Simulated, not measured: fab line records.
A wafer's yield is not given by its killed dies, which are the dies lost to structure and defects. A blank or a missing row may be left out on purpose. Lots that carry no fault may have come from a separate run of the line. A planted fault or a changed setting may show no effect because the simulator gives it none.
fab line records    flow sky130
[record] lots = 6  wafers = 18  last_day = 50
route steps=708 shown POLY_GATE@234 LDD_N@237 PAD_OPEN@708
lots that met no fault: from a run of the same line without faults
start_h: start of the lot's first displayed wafer, in hours after the record's first day    wait_h: time in hours since the lot's previous step    " the same as in the row above    L1.1+2: a row that stands for several wafers    - no value, or no start given    * or withheld: withheld    < > ~ a bound
route shown NAME@n: names a module that has steps shown in the file, with the first one's number in the route    usual: the fault-free wafers' mean and standard deviation    same: alike in all rows    chamber/n: place in a boat    sites: readings site by site    _std_site: the values' standard deviation    _edge_site: inner sites' mean taken away from outer sites' mean    radius_mm: for every site, how far away it sits from the centre of the wafer    mask NAME#n: copy n    behind: the most recent tool/chamber to have shaped the wafer    hold: cause of the lot's hold/its duration in hours/its outcome    device: the transistor (n, p or np) that didn't switch    end of line: tests of these same wafers at the route's end    for a step that has no rows: nothing shown but its recipe    killed: at the first sort, the dies lost to defects and structure; wafer yield is something else    map: a wafer's dies, marking killed ones x, the rest . and places with no die _
set.NAME: the setting as run; set.NAME@STEP: as run at that earlier step    model.NAME: the simulator's own value behind a step, which no gauge read
lots at selected steps of the route; one table per step, one row per wafer
services: the hour from which a tool's chamber was out of use, counted from the record's first day as start_h (under 0 if before that day), plus the number of hours and why
[[steps]]
[step SKY_POLY_GATE_OXIDATION_20]
[recipe] temp_c = 850  ambient = O2  stabilise_s = 600  purge_s = 300  target_thk_a = 40  ox_time_s = 899
[step SKY_POLY_GATE_THK_MEAS_21]
[recipe] reads = SiO2_of_POLY_GATE_OXIDATION_20
[usual] POLY_GATE_OXIDATION_THK = 4.00/0.084
lot.wafer  tool           chamber  start_h  wait_h  POLY_GATE_OXIDATION_THK[nm]
L492.4     film_metro-01  -        400.94   0.0     3.97
L492.5     "              -        "        "       3.97
L492.6     "              -        "        "       4.00
L494.1     film_metro-02  -        427.47   0.0     4.11
L494.4     "              -        "        "       4.05
L494.6     "              -        "        "       4.09
L504.2     film_metro-01  -        507.52   0.0     3.93
L504.3     "              -        "        "       3.95
L504.5     "              -        "        "       3.93
L507.1     film_metro-02  -        523.40   0.0     3.98
L507.2     "              -        "        "       3.95
L507.5     "              -        "        "       4.00
L508.2     film_metro-04  -        532.13   0.0     3.74
L508.3     "              -        "        "       3.67
L508.6     "              -        "        "       3.76
L511.2     film_metro-01  -        551.30   0.0     4.02
L511.5     "              -        "        "       3.99
L511.6     "              -        "        "       4.09
[step SKY_POLY_GATE_CD_MEAS_22]
[usual] cd_nm = 149.9/2.2
lot.wafer  tool       chamber  start_h  wait_h  cd_nm
L492.4     cd_sem-01  -        401.05   0.1     147.1
L492.5     "          -        "        "       152.7
L492.6     "          -        "        "       148.6
L494.1     cd_sem-01  -        427.53   0.1     154.9
L494.4     "          -        "        "       152.9
L494.6     "          -        "        "       153.8
L504.2     cd_sem-02  -        507.60   0.1     152.6
L504.3     "          -        "        "       151.3
L504.5     "          -        "        "       150.0
L507.1     cd_sem-01  -        523.46   0.1     150.6
L507.2     "          -        "        "       149.0
L507.5     "          -        "        "       148.8
L508.2     cd_sem-01  -        532.20   0.1     151.7
L508.3     "          -        "        "       151.0
L508.6     "          -        "        "       150.7
L511.2     cd_sem-01  -        551.38   0.1     146.7
L511.5     "          -        "        "       152.4
L511.6     "          -        "        "       151.3
[step SKY_LDD_N_DEHYDRATE_00]
[recipe] temp_c = 200  time_s = 60
[step SKY_LDD_N_HMDS_01]
[recipe] prime_time_s = 60  prime_temp_c = 120
[step SKY_LDD_N_COAT_02]
[recipe] resist = NOVOLAK  spin_rpm = 3000  resist_thk_nm = 300
[step SKY_LDD_N_SOFTBAKE_03]
[recipe] temp_c = 90  time_s = 60  resist = NOVOLAK
[step SKY_LDD_N_EXPOSE_04]
[recipe] mask_id = NTM  target_cd_nm = 840  na = 0.6  source_shape = conventional  sigma_outer = 0.6  dose_mj = 110
[step SKY_LDD_N_PEB_05]
[recipe] temp_c = withheld  time_s = *  resist = NOVOLAK
[step SKY_LDD_N_DEVELOP_06]
[recipe] develop_time_s = 60  dev_temp_c = 23
[step SKY_LDD_N_OVL_MEAS_07]
[usual] LDD_N_OVL = -0.4/1.2
lot.wafer  tool        chamber  start_h  wait_h  LDD_N_OVL[nm]
L492.4     overlay-01  -        430.49   0.1     2.0
L492.5     "           -        "        "       1.3
L492.6     "           -        "        "       2.3
L494.1     overlay-02  -        458.76   0.1     -2.2
L494.4     "           -        "        "       -0.3
L494.6     "           -        "        "       -2.4
L504.2     overlay-01  -        537.57   0.1     -0.7
L504.3     "           -        "        "       -1.9
L504.5     "           -        "        "       -2.0
L507.1     overlay-01  -        553.27   0.1     0.1
L507.2     "           -        "        "       0.5
L507.5     "           -        "        "       -0.1
L508.2     overlay-02  -        561.57   0.1     -1.2
L508.3     "           -        "        "       -0.3
L508.6     "           -        "        "       1.0
L511.2     overlay-02  -        580.17   0.1     -1.0
L511.5     "           -        "        "       -0.6
L511.6     "           -        "        "       -0.4
[step SKY_LDD_N_IMPLANT_08]
[recipe] species = As  energy_kev = 20  dose_cm2 = 7.5e+13  tilt_deg = withheld  rotation_deg = 23
[step SKY_LDD_N_IMPLANT_09]
[recipe] species = As  energy_kev = 20  dose_cm2 = 7.5e+13  tilt_deg = withheld  rotation_deg = 113
[usual] dose_ions_cm2 = 7.499e+13/8.9e+10
lot.wafer  tool          chamber  start_h  wait_h  dose_ions_cm2
L492.4     implanter-03  0        430.73   0.1     7.504e+13
L492.5     "             0        "        "       7.497e+13
L492.6     "             0        "        "       7.507e+13
L494.1     implanter-01  0        458.95   0.1     7.51e+13
L494.4     "             0        "        "       7.513e+13
L494.6     "             0        "        "       7.499e+13
L504.2     implanter-01  0        537.93   0.1     7.714e+13
L504.3     "             0        "        "       7.711e+13
L504.5     "             0        "        "       7.706e+13
L507.1     implanter-01  0        553.45   0.1     7.704e+13
L507.2     "             0        "        "       7.709e+13
L507.5     "             0        "        "       7.717e+13
L508.2     implanter-04  0        561.77   0.1     7.507e+13
L508.3     "             0        "        "       7.487e+13
L508.6     "             0        "        "       7.495e+13
L511.2     implanter-03  0        580.37   0.1     7.497e+13
L511.5     "             0        "        "       7.505e+13
L511.6     "             0        "        "       7.497e+13
[step SKY_LDD_N_IMPLANT_10]
[recipe] species = As  energy_kev = 20  dose_cm2 = 7.5e+13  tilt_deg = withheld  rotation_deg = 203
[step SKY_PAD_OPEN_PROBE_99]
[usual] killed_at_M0_to_M3 = 43/7.6  killed_at_M4_up = 2.8/1.9  killed_at_contacts = 24/4.7  killed_at_front_end = 16/4.4  killed_at_other = 0.2/0.4  killed_dies = 86/9.9  killed_on_rim = 17/3.9  killed_open = 47/8.2  killed_short = 39/6.3
[same] gross_dies = 492  killed_at_back_side = 0
lot.wafer  tool       chamber  start_h  wait_h  killed_at_M0_to_M3  killed_at_M4_up  killed_at_contacts  killed_at_front_end  killed_at_other  killed_dies  killed_on_rim  killed_open  killed_short
L492.4     prober-01  -        1095.28  0.2     44                  2                22                  12                   1                81           14             45           36
L492.5     prober-01  -        1095.33  0.2     69                  1                25                  10                   0                105          23             62           43
L492.6     prober-01  -        1095.38  0.2     38                  1                27                  12                   0                78           14             42           36
L494.1     prober-02  -        1116.21  0.1     41                  1                29                  23                   0                94           14             58           36
L494.4     prober-02  -        1116.36  0.2     54                  0                26                  17                   0                97           21             52           45
L494.6     prober-02  -        1116.46  0.2     53                  3                23                  9                    0                88           13             39           49
L504.2     prober-02  -        1164.21  0.1     50                  6                33                  14                   1                104          16             67           37
L504.3     prober-02  -        1164.26  0.2     33                  3                25                  27                   0                88           18             43           45
L504.5     prober-02  -        1164.36  0.2     50                  7                26                  17                   0                100          20             64           36
L507.1     prober-01  -        1174.54  0.1     45                  1                23                  20                   0                89           17             48           41
L507.2     prober-01  -        1174.59  0.1     37                  5                19                  17                   0                78           14             39           39
L507.5     prober-01  -        1174.74  0.2     48                  1                23                  19                   0                91           21             59           32
L508.2     prober-02  -        1179.35  0.1     52                  2                24                  11                   0                89           20             60           29
L508.3     prober-02  -        1179.40  0.2     41                  3                23                  18                   1                86           26             41           45
L508.6     prober-02  -        1179.55  0.2     44                  1                20                  17                   0                82           11             49           33
L511.2     prober-01  -        1189.39  0.1     44                  1                29                  8                    0                82           18             45           37
L511.5     prober-01  -        1189.54  0.2     34                  2                34                  15                   0                85           16             54           31
L511.6     prober-01  -        1189.59  0.2     62                  4                24                  14                   0                104          21             49           55
// killed by level:class
L492.4 VIA1:geometric_particle:open=11 METAL2:geometric_particle:short=8 LI_CONTACT:geometric_particle:open=7 CONTACT:geometric_particle:open=6 VIA2:geometric_particle:open=6 VIA3:geometric_particle:open=5 CONTACT:geometric_particle:short=5 VIA1:geometric_particle:short=5
L492.5 VIA1:geometric_particle:open=17 VIA3:geometric_particle:open=13 METAL2:geometric_particle:short=11 VIA1:geometric_particle:short=8 CONTACT:geometric_particle:open=7 VIA2:geometric_particle:open=7 LI_CONTACT:geometric_particle:open=6 LOCAL_INTERCONNECT:geometric_particle:short=5
L492.6 VIA1:geometric_particle:open=11 VIA2:geometric_particle:open=8 LI_CONTACT:geometric_particle:open=7 CONTACT:geometric_particle:open=7 LI_CONTACT:geometric_particle:short=5 FIELD_ISO:geometric_particle:short=4 POLY_GATE:geometric_particle:open=4 LOCAL_INTERCONNECT:geometric_particle:short=4
L494.1 LI_CONTACT:geometric_particle:open=11 VIA1:geometric_particle:open=11 FIELD_ISO:geometric_particle:open=8 CONTACT:geometric_particle:open=8 VIA2:geometric_particle:open=7 METAL2:geometric_particle:short=5 VIA3:geometric_particle:open=5 FIELD_ISO:geometric_particle:short=4
L494.4 VIA1:geometric_particle:open=13 CONTACT:geometric_particle:open=13 VIA3:geometric_particle:open=10 METAL1:geometric_particle:short=9 VIA1:geometric_particle:short=7 LI_CONTACT:geometric_particle:open=6 FIELD_ISO:geometric_particle:short=5 METAL2:geometric_particle:short=5
L494.6 VIA1:geometric_particle:open=17 METAL2:geometric_particle:short=9 LI_CONTACT:geometric_particle:short=7 METAL1:geometric_particle:short=7 VIA1:geometric_particle:short=6 CONTACT:geometric_particle:open=5 VIA3:geometric_particle:short=5 LI_CONTACT:geometric_particle:open=5
L504.2 VIA1:geometric_particle:open=16 CONTACT:geometric_particle:open=14 LI_CONTACT:geometric_particle:open=11 VIA3:geometric_particle:open=7 METAL1:geometric_particle:short=6 VIA2:geometric_particle:open=5 POLY_GATE:geometric_particle:open=4 METAL4:geometric_particle:short=4
L504.3 CONTACT:geometric_particle:open=13 FIELD_ISO:geometric_particle:short=10 METAL1:geometric_particle:short=8 LI_CONTACT:geometric_particle:open=6 METAL2:geometric_particle:short=6 VIA1:geometric_particle:open=6 FIELD_ISO:geometric_particle:open=5 POLY_GATE:geometric_particle:short=5
L504.5 VIA1:geometric_particle:open=20 CONTACT:geometric_particle:open=13 VIA2:geometric_particle:open=9 METAL4:geometric_particle:short=6 FIELD_ISO:geometric_particle:open=5 METAL1:geometric_particle:short=4 SPACER:geometric_particle:short=4 VIA3:geometric_particle:open=4
L507.1 CONTACT:geometric_particle:open=12 VIA3:geometric_particle:open=9 VIA2:geometric_particle:open=7 POLY_GATE:geometric_particle:short=6 VIA1:geometric_particle:open=6 METAL2:geometric_particle:short=6 METAL1:geometric_particle:short=5 VIA1:geometric_particle:short=5
L507.2 VIA1:geometric_particle:open=8 VIA3:geometric_particle:open=8 CONTACT:geometric_particle:open=7 CONTACT:geometric_particle:short=6 POLY_GATE:geometric_particle:open=5 FIELD_ISO:geometric_particle:open=4 FIELD_ISO:geometric_particle:short=4 POLY_GATE:geometric_particle:short=4
L507.5 CONTACT:geometric_particle:open=11 VIA1:geometric_particle:open=11 VIA3:geometric_particle:open=11 LI_CONTACT:geometric_particle:open=8 VIA1:geometric_particle:short=6 METAL2:geometric_particle:short=5 VIA3:geometric_particle:short=5 FIELD_ISO:geometric_particle:open=4
L508.2 CONTACT:geometric_particle:open=12 VIA1:geometric_particle:open=12 VIA2:geometric_particle:open=9 VIA3:geometric_particle:open=8 POLY_GATE:geometric_particle:open=5 METAL2:geometric_particle:short=5 LI_CONTACT:geometric_particle:open=4 VIA1:geometric_particle:short=4
L508.3 VIA1:geometric_particle:open=9 CONTACT:geometric_particle:open=7 CONTACT:geometric_particle:short=7 METAL1:geometric_particle:short=6 VIA2:geometric_particle:open=6 VIA3:geometric_particle:open=6 FIELD_ISO:geometric_particle:short=5 POLY_GATE:geometric_particle:short=5
L508.6 VIA1:geometric_particle:open=11 VIA3:geometric_particle:open=9 VIA2:geometric_particle:open=8 CONTACT:geometric_particle:open=7 FIELD_ISO:geometric_particle:open=6 VIA1:geometric_particle:short=6 FIELD_ISO:geometric_particle:short=5 LOCAL_INTERCONNECT:geometric_particle:short=5
L511.2 CONTACT:geometric_particle:open=14 VIA1:geometric_particle:open=11 METAL2:geometric_particle:short=11 CONTACT:geometric_particle:short=5 VIA3:geometric_particle:open=5 LI_CONTACT:geometric_particle:open=4 LOCAL_INTERCONNECT:geometric_particle:short=4 METAL1:geometric_particle:short=4
L511.5 CONTACT:geometric_particle:open=11 VIA1:geometric_particle:open=11 LI_CONTACT:geometric_particle:open=8 FIELD_ISO:geometric_particle:open=7 CONTACT:geometric_particle:short=7 VIA3:geometric_particle:open=6 LOCAL_INTERCONNECT:geometric_particle:short=5 VIA2:geometric_particle:open=4
L511.6 VIA3:geometric_particle:open=11 METAL2:geometric_particle:short=11 VIA1:geometric_particle:open=10 CONTACT:geometric_particle:open=8 CONTACT:geometric_particle:short=6 METAL1:geometric_particle:short=6 VIA3:geometric_particle:short=5 VIA1:geometric_particle:short=5
[[services]]
tool          chamber  start_h  hours  kind
implanter-01  -        420.57   4.5    pm
implanter-04  -        425.16   4.6    pm
implanter-01  -        516.66   3.5    pm
implanter-01  -        522.52   2.6    repair
implanter-03  -        523.35   3.8    pm
implanter-03  -        536.53   21.0   pm
implanter-01  -        541.86   3.3    repair
implanter-01  -        569.36   2.3    repair
[[key]]
[first_sign] step = SKY_LDD_N_IMPLANT_09  reading = dose_ions_cm2  direction = up  sigmas = 24  usual = *  struck = *
effect none on later readings
met_at SKY_LDD_N_IMPLANT_09
struck_wafers L504.2,L504.3,L504.5,L507.1,L507.2,L507.5
tester_left_out L504,L507
onset_between 458.95 537.93
[fault] kind = process_parameter_drift  tool = implanter-01  chamber = -  onset_h = 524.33  steps = SKY_LDD_N_IMPLANT_09  channel = dose_cm2  offset = *  shape = step  end_h = 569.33  acts_in = *  stated = *
// tester_left_out: of these lots the tester's yield and bins aren't shown, on N5 and GAA mostly nor the transistor test; their killed dies are dies lost to structure and defects alone, not to doping, threshold or leakage, so they don't give the yield
